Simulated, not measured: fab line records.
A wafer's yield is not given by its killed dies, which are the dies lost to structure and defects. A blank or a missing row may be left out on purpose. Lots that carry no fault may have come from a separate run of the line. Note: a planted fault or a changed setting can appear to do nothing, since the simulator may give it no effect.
One fault seen from 2 desks | flow gf180mcu | what lay behind the numbers comes last; until then each desk has only its own

DESK OF THE TOOL OWNER: rie-diel-02
The tool's own readings at GF_HV_LDD_ETCHBACK_58 (etches Si3N4 in CH3F/O2, stops on SiO2, time 100 s, target depth 90 nm): means of the sampled wafers that have a number, for each lot that ran on this tool. If a lot's mean is further than 4 standard deviations from the usual mean, the lot is out of limits and carries the mark OUT (the distance appears in the brackets).
Columns: A = bias-w at GF_HV_LDD_ETCHBACK_58, usual 80.01 W; B = drypump-motor-current-A at GF_HV_LDD_ETCHBACK_58, usual 5.9 A; C = oes-product-au at GF_HV_LDD_ETCHBACK_58, usual 0.843 a.u.; D = run-length-s at GF_HV_LDD_ETCHBACK_58, usual 128.4 s; E = throttle-valve-pct at GF_HV_LDD_ETCHBACK_58, usual 10.562 %
lot  | first seen here | A     | B   | C                | D               | E
L818 | day 13 16:45    | 79.96 | 5.9 | 0.851            | 128.6           | 10.568
L825 | day 15 20:43    | 79.97 | 5.9 | 0.841            | 128.3           | 10.565
L826 | day 16 05:32    | 80.30 | 5.7 | 0.899 (+9.1) OUT | 115.9 (-34) OUT | 10.565
Finding of this desk: L826 out of limits; the first was L826 at day 16 05:32, on oes-product-au at GF_HV_LDD_ETCHBACK_58. L818, L825 stayed within limits.

FROM THE METROLOGY DESK
What the gauges read, lot by lot, whatever tool the lot ran on: means of the sampled wafers that have a number. If a lot's mean is further than 4 standard deviations from the usual mean, the lot is out of limits and carries the mark OUT (the distance appears in the brackets).
Columns: A = cd-nm at GF_HV_LDD_CD_MEAS_46, usual 399.7 nm; B = HV_LDD_03_OVL at GF_HV_LDD_OVL_MEAS_47, usual 1.9 nm; C = HV_LDD_4_TW at GF_HV_LDD_TW_MEAS_50, usual 567; D = HV_LDD_RS at GF_HV_LDD_RS_MEAS_53, usual 418.6 ohm/sq; E = HV_LDD_CVD_54_THK at GF_HV_LDD_THK_MEAS_55, usual 10.00 nm; F = HV_LDD_CVD_56_THK at GF_HV_LDD_THK_MEAS_57, usual 90.1 nm
lot  | first seen here | A     | B    | C   | D     | E     | F
L818 | day 13 13:28    | 399.2 | 2.2  | 569 | 418.4 | 9.91  | 91.8
L822 | day 14 17:17    | 397.4 | -0.1 | 572 | 419.4 | 10.03 | 91.0
L825 | day 15 16:58    | 400.2 | 3.4  | 563 | 417.8 | 9.93  | 90.0
L826 | day 16 02:16    | 399.0 | 1.4  | 568 | 416.8 | 10.18 | 89.0
L838 | day 20 01:34    | 398.9 | 1.2  | 566 | 419.2 | 9.94  | 90.5
This desk found nothing out of limits on any of the 5 lots.

PUT TOGETHER
The tool owner's desk had the chance to raise an alarm at day 16 05:32 on L826.
At the metrology desk, nothing out of limits was observed.
The metrology desk has L826 on record, within its limits.
All the named lots went through GF_HV_LDD_ETCHBACK_58 on rie-diel-02.

WHAT THE SIMULATOR HAD INSERTED
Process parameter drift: rie-diel-02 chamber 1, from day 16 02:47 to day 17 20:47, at GF_HV_LDD_ETCHBACK_58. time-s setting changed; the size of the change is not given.
Struck lots among those shown: L826.
Each desk's first reading out of limits, in hours after the fault started: the tool owner's desk, 3.
